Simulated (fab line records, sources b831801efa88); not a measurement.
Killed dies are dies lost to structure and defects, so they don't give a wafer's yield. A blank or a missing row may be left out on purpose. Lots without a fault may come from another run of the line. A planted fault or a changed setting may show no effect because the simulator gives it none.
fab line records | flow sky130
record lots=11 wafers=33 last_day=50
route steps=708 shown METAL1@453 VIA1@470 METAL2@483
lots that met no fault: from a run of the same line without faults
start_h: hours from the record's first day to the start of the lot's first wafer shown | wait_h: hours since the lot's step before | " the same as in the row above | L1.1+2: a row that stands for several wafers | - no value, or no start given | * or withheld: withheld | < > ~ a bound
route shown NAME@n: a module of which the file shows steps, and the number in the route of the first | usual: mean/standard deviation of fault-free wafers | same: alike in all rows | chamber/n: place in a boat | sites: the reading at each site | _std_site: their standard deviation | _edge_site: outer sites' mean less inner sites' | radius_mm: how far each site lies from the wafer's centre | mask NAME#n: copy n | behind: the tool/chamber that last shaped the wafer | hold: why the lot was held/for how many hours/how that ended | device: the transistor (n, p or np) that didn't switch | end of line: the same wafers' tests at the end of the route | a step without rows: its recipe alone | killed: dies lost to structure and defects at the first sort, not the wafer's yield | map: a wafer's dies, x killed, . not, _ none there
set.NAME: the setting as run; set.NAME@STEP: as run at that earlier step | model.NAME: the simulator's own value behind a step, which no gauge read
steps of the route over a sample of lots; a table a step, a row a wafer
services: from which hour (start_h, from the record's first day; less than 0 if before it) a tool's chamber was out of use, for how many hours, and why
## steps
# step SKY_METAL1_METAL_ETCH_19
# recipe target_depth_a=3600 stop_on=SiO2 over_etch_frac=0.3 time_s=78 chemistry=Cl2/BCl3 resist_sidewall_deg=88 pressure_mtorr=10 icp_w=868.7 bias_w=48.5 Cl2_flow_sccm=60 bcl3_flow_sccm=30
# usual drypump_motor_current_A=5.4/0.34 mfc_cl2_sccm=60.02/0.19 oes_product_au=0.856/0.0053 throttle_valve_pct=22.264/0.009
# columns lot.wafer tool chamber start_h wait_h drypump_motor_current_A mfc_cl2_sccm oes_product_au rf_hours_counter_h throttle_valve_pct
L446.1 rie_metal-02 0 754.25 0.0 5.5 59.88 0.855 13 22.260
L446.2 " 1 " " 5.7 59.94 0.862 13 22.287
L446.3 " 1 " " 5.6 59.87 0.844 - 22.270
L451.2 rie_metal-04 1 822.94 0.1 5.3 60.09 0.854 - 22.251
L451.4 " 1 " " 5.3 60.14 0.859 - 22.268
L451.6 " 1 " " 5.2 60.19 0.861 - 22.254
L454.3 rie_metal-03 0 841.08 0.1 4.7 59.98 0.854 - 22.251
L454.4 " 1 " " 5.4 59.95 0.857 - 22.263
L454.5 " 1 " " 5.4 59.99 0.846 - 22.274
L456.3 rie_metal-02 0 846.69 0.1 5.5 60.32 0.866 - 22.270
L456.5 " 0 " " 5.5 60.30 0.861 - 22.266
L456.6 " 0 " " 5.5 60.28 0.860 - 22.248
L455.3 rie_metal-04 1 846.91 0.1 5.2 59.82 0.857 - 22.260
L455.4 " 0 " " 5.9 59.76 0.854 - 22.254
L455.5 " 1 " " 5.3 60.03 0.846 - 22.263
L463.1 rie_metal-02 0 889.03 0.0 5.5 60.02 0.865 1 22.262
L463.3 " 1 " " 5.6 59.91 0.852 - 22.256
L463.5 " 0 " " 5.5 59.87 0.854 - 22.266
L464.1 rie_metal-04 0 898.00 0.0 5.9 60.13 0.851 3 22.282
L464.3 " 0 " " 5.9 59.81 0.856 - 22.268
L464.6 " 0 " " 5.9 59.92 0.852 - 22.258
L465.1 rie_metal-04 0 903.40 0.0 5.9 60.24 0.854 3 22.252
L465.3 " 1 " " 5.3 60.35 0.855 - 22.259
L465.4 " 0 " " 5.9 60.16 0.856 - 22.251
L467.1 rie_metal-03 0 922.56 0.0 4.7 60.34 0.854 13 22.261
L467.3 " 1 " " 5.4 60.31 0.860 - 22.256
L467.6 " 1 " " 5.4 59.78 0.855 - 22.244
L468.1 rie_metal-04 1 927.03 0.0 5.3 59.73 0.862 9 22.271
L468.4 " 0 " " 5.9 59.76 0.859 - 22.262
L468.6 " 0 " " 5.9 60.05 0.852 - 22.272
L469.1 rie_metal-02 0 933.21 0.1 5.5 60.15 0.860 2 22.263
L469.2 " 0 " " 5.5 60.33 0.867 - 22.255
L469.3 " 0 " " 5.5 60.04 0.867 - 22.270
# step SKY_VIA1_CD_MEAS_12
# recipe target_cd_nm=150
# usual cd_nm=150.5/1.8
# columns lot.wafer tool chamber start_h wait_h cd_nm
L446.1 cd_sem-02 - 782.57 - 152.2
L446.2 " - " " 150.8
L446.3 " - " " 151.8
L451.2 cd_sem-02 - 850.64 - 152.0
L451.4 " - " " 153.3
L451.6 " - " " 152.8
L454.3 cd_sem-02 - 868.61 - 151.7
L454.4 " - " " 151.9
L454.5 " - " " 151.2
L456.3 cd_sem-01 - 873.71 - 151.3
L456.5 " - " " 151.1
L456.6 " - " " 150.2
L455.3 cd_sem-02 - 874.12 - 150.2
L455.4 " - " " 147.8
L455.5 " - " " 148.3
L463.1 cd_sem-01 - 915.53 - 149.8
L463.3 " - " " 149.4
L463.5 " - " " 150.8
L464.1 cd_sem-02 - 923.61 - 150.9
L464.3 " - " " 152.5
L464.6 " - " " 149.5
L465.1 cd_sem-02 - 929.52 - 153.7
L465.3 " - " " 150.8
L465.4 " - " " 150.9
L467.1 cd_sem-01 - 948.61 - 150.5
L467.3 " - " " 150.3
L467.6 " - " " 151.3
L468.1 cd_sem-01 - 952.08 - 145.2
L468.4 " - " " 144.9
L468.6 " - " " 147.1
L469.1 cd_sem-02 - 958.31 - 150.4
L469.2 " - " " 150.5
L469.3 " - " " 150.1
# step SKY_METAL2_SPUTTER_00
# recipe material=Ti target_thk_nm=15 power_w=3000 time_s=10 chamber_pressure_pa=0.4
# usual cathode_dc_power_W=3000.0/0.58 chamber_pressure_pa=0.4002/0.00079 throttle_valve_pct=29.5/1.1
# columns lot.wafer tool chamber start_h wait_h cathode_dc_power_W chamber_pressure_pa throttle_valve_pct
L446.1 pvd_sputter-03 - 784.23 0.1 2999.1 0.3977 28.9
L446.2 " - " " 2999.7 0.4001 29.5
L446.3 " - " " 2999.4 0.3992 30.3
L451.2 pvd_sputter-02 - 852.09 0.2 2999.9 0.4008 30.4
L451.4 " - " " 3000.6 0.4012 29.7
L451.6 " - " " 3000.1 0.3999 30.4
L454.3 pvd_sputter-02 - 870.04 0.1 3001.0 0.4011 29.8
L454.4 " - " " 2999.6 0.4004 30.0
L454.5 " - " " 2998.3 0.4005 30.0
L456.3 pvd_sputter-02 - 875.17 0.1 2998.5 0.4006 29.7
L456.5 " - " " 2999.1 0.3998 30.1
L456.6 " - " " 2999.9 0.3995 29.7
L455.3 pvd_sputter-04 - 875.55 0.1 3000.0 0.4014 29.9
L455.4 " - " " 2999.5 0.3992 27.1
L455.5 " - " " 2999.7 0.4004 29.8
L463.1 pvd_sputter-04 - 917.13 0.1 3000.6 0.4003 29.1
L463.3 " - " " 2999.3 0.4007 29.2
L463.5 " - " " 2999.6 0.4004 29.1
L464.1 pvd_sputter-03 - 925.22 0.1 2999.3 0.3990 28.9
L464.3 " - " " 3000.0 0.3994 29.2
L464.6 " - " " 3000.2 0.3998 29.1
L465.1 pvd_sputter-04 - 930.99 0.1 3000.3 0.3985 29.1
L465.3 " - " " 3000.5 0.3998 27.0
L465.4 " - " " 2999.8 0.4009 29.9
L467.1 pvd_sputter-03 - 950.08 0.2 2999.9 0.3987 29.2
L467.3 " - " " 2999.3 0.4003 30.2
L467.6 " - " " 2998.8 0.4007 29.4
L468.1 pvd_sputter-02 - 953.55 0.1 2999.6 0.4000 29.7
L468.4 " - " " 3000.0 0.3997 32.0
L468.6 " - " " 3000.1 0.3993 30.0
L469.1 pvd_sputter-02 - 959.83 0.2 3000.1 0.4003 29.8
L469.2 " - " " 2999.8 0.4006 31.9
L469.3 " - " " 2999.8 0.3995 30.1
# step SKY_METAL2_SPUTTER_01
# recipe material=TiN target_thk_nm=20 power_w=6500 time_s=16.7 chamber_pressure_pa=0.4
# usual cathode_dc_power_W=6500.1/1.2 chamber_pressure_pa=0.4000/0.0007 throttle_valve_pct=29.5/1.1
# columns lot.wafer tool chamber start_h wait_h cathode_dc_power_W chamber_pressure_pa throttle_valve_pct
L446.1 pvd_sputter-03 - 784.25 0.0 6500.5 0.4005 29.1
L446.2 " - " " 6501.9 0.3992 29.7
L446.3 " - " " 6500.2 0.3996 30.0
L451.2 pvd_sputter-02 - 852.12 0.0 6499.2 0.4000 30.0
L451.4 " - " " 6500.5 0.4005 29.8
L451.6 " - " " 6501.1 0.3999 29.9
L454.3 pvd_sputter-02 - 870.06 0.0 - - -
L454.4 " - " " - - -
L454.5 " - " " - - -
L456.3 pvd_sputter-02 - 875.20 0.0 - - -
L456.5 " - " " - - -
L456.6 " - " " - - -
L455.3 pvd_sputter-04 - 875.57 0.0 6500.0 0.3991 29.8
L455.4 " - " " 6501.0 0.3993 27.1
L455.5 " - " " 6499.0 0.4011 29.8
L463.1 pvd_sputter-04 - 917.16 0.0 6500.2 0.3991 29.0
L463.3 " - " " 6497.6 0.4000 28.8
L463.5 " - " " 6500.7 0.4003 28.9
L464.1 pvd_sputter-03 - 925.24 0.0 6502.3 0.3995 28.7
L464.3 " - " " 6499.0 0.4007 29.4
L464.6 " - " " 6497.5 0.4003 28.7
L465.1 pvd_sputter-04 - 931.01 0.0 6499.9 0.4003 29.0
L465.3 " - " " 6500.0 0.3999 27.3
L465.4 " - " " 6503.0 0.3997 29.7
L467.1 pvd_sputter-03 - 950.11 0.0 6499.8 0.4004 29.2
L467.3 " - " " 6500.1 0.4005 30.4
L467.6 " - " " 6500.8 0.4006 29.1
L468.1 pvd_sputter-02 - 953.57 0.0 6499.8 0.3995 29.6
L468.4 " - " " 6498.5 0.3994 31.7
L468.6 " - " " 6499.0 0.3998 29.8
L469.1 pvd_sputter-02 - 959.85 0.0 6499.6 0.3992 30.1
L469.2 " - " " 6500.4 0.4003 31.9
L469.3 " - " " 6502.1 0.3991 30.0
## services
# columns tool chamber start_h hours kind
pvd_sputter-04 - 756.36 5.1 repair
rie_metal-04 0 808.88 9.9 repair
pvd_sputter-02 - 813.11 4.5 repair
rie_metal-03 1 815.70 1.3 repair
rie_metal-04 0 818.74 - clean
rie_metal-04 0 818.74 16.6 scheduled_down
rie_metal-04 0 818.74 16.6 vent_cycle
rie_metal-02 1 820.95 - clean
rie_metal-02 1 820.95 25.9 scheduled_down
rie_metal-02 1 820.95 25.9 vent_cycle
pvd_sputter-03 - 821.82 2.6 repair
pvd_sputter-03 - 831.59 0.9 repair
rie_metal-03 - 859.10 1.4 pm
rie_metal-02 0 860.05 - clean
rie_metal-02 0 860.05 16.1 scheduled_down
rie_metal-02 0 860.05 16.1 vent_cycle
pvd_sputter-04 - 923.77 2.0 repair
rie_metal-03 - 927.07 0.5 repair
pvd_sputter-03 - 930.74 1.1 repair
rie_metal-02 1 932.22 12.3 repair
## key
first_sign step=SKY_METAL2_SPUTTER_01 reading=tool_record direction=missing
effect none on later readings
met_at SKY_METAL2_SPUTTER_01
struck_lots L454,L456
not_acting_at SKY_METAL1_METAL_ETCH_19,SKY_VIA1_CD_MEAS_12,SKY_METAL2_SPUTTER_00
onset_between 852.12 870.06
fault kind=skipped_step_whole tool=pvd_sputter-02 chamber=- onset_h=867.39 steps=SKY_METAL2_SPUTTER_01 scope=struck_lots_only
